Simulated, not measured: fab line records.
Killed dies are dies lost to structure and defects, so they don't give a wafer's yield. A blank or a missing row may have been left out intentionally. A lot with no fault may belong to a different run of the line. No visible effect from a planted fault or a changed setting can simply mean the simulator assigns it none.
Which of the tools did it?	flow gf180mcu	18 wafers from 6 lots sampled at 3 of the route's 602 steps

== WHAT THE GAUGES SHOWED, per wafer ==
GF_VT_IMPLANT_TW_MEAS_43.
lot	measured	on	VT_IMPLANT_4_TW
L378	day 8 03:43	filmMetro-03	698 702 697
L386	day 10 02:46	filmMetro-02	694 30 693
L390	day 11 05:13	filmMetro-01	681 677 679
L393	day 12 01:52	filmMetro-02	699 699 703
L395	day 12 15:47	filmMetro-02	699 697 694
L400	day 14 02:10	filmMetro-01	679 679 679

== WHICH TOOL RAN EACH LOT (tool, then ch and the chambers of the sampled wafers, then the start) ==
lot	GF_STI_ETCH_14	GF_VT_IMPLANT_DEVELOP_39
L378	rieSi-02 ch 0,1, day 2 07:50	lithoTrack-01 ch 0, day 8 03:18
L386	rieSi-01 ch 0,1,3, day 3 23:59	lithoTrack-03 ch 0, day 10 02:20
L390	rieSi-02 ch 0,1,3, day 4 21:38	lithoTrack-01 ch 0, day 11 04:48
L393	rieSi-01 ch 2,3, day 5 11:44	lithoTrack-02 ch 0, day 12 01:25
L395	rieSi-01 ch 0,1, day 5 21:41	lithoTrack-02 ch 0, day 12 15:24
L400	rieSi-02 ch 0,1,3, day 7 00:35	lithoTrack-01 ch 0, day 14 01:44
- GF_STI_ETCH_14: etches Si in HBr/Cl2/O2, target depth 360 nm, time 102.9 s.
- GF_VT_IMPLANT_DEVELOP_39: develop time 60 s.

== THE ANSWER, worked out from the rows above alone ==
Rule: the usual values come from the lots themselves. Put in order of their means at a reading, lots are off if they are a third of the lots or fewer, leave a main group of 4 or more, and stand apart from it by a gap of 3 or more times the standard deviation of the main group's means; of several such gaps the widest counts. Not used: any main group whose means are identical at the precision the tables above print for the reading. A lot without any number at a reading at which 4 lots or more have one is off too. Any other lot the step has rows for is counted as sound.
Off: L386, at GF_VT_IMPLANT_TW_MEAS_43 (VT_IMPLANT_4_TW). Mean 691 and standard deviation 9.7 in the main group.
If a tool, at a process step before that reading, ran all the lots that are off and no sound lot after the first of them, it fits. Gauges at GF_VT_IMPLANT_TW_MEAS_43: tried the same way as those tools. One fits: GF_VT_IMPLANT_DEVELOP_39 on lithoTrack-03. It ran no sound lot before its first lot that is off in this sample, so the start can't be narrowed down.

== WHAT THE SIMULATOR HAD PUT IN ==
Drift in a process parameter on lithoTrack-03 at GF_VT_IMPLANT_DEVELOP_39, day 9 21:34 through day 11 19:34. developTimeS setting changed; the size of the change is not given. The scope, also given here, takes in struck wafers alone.
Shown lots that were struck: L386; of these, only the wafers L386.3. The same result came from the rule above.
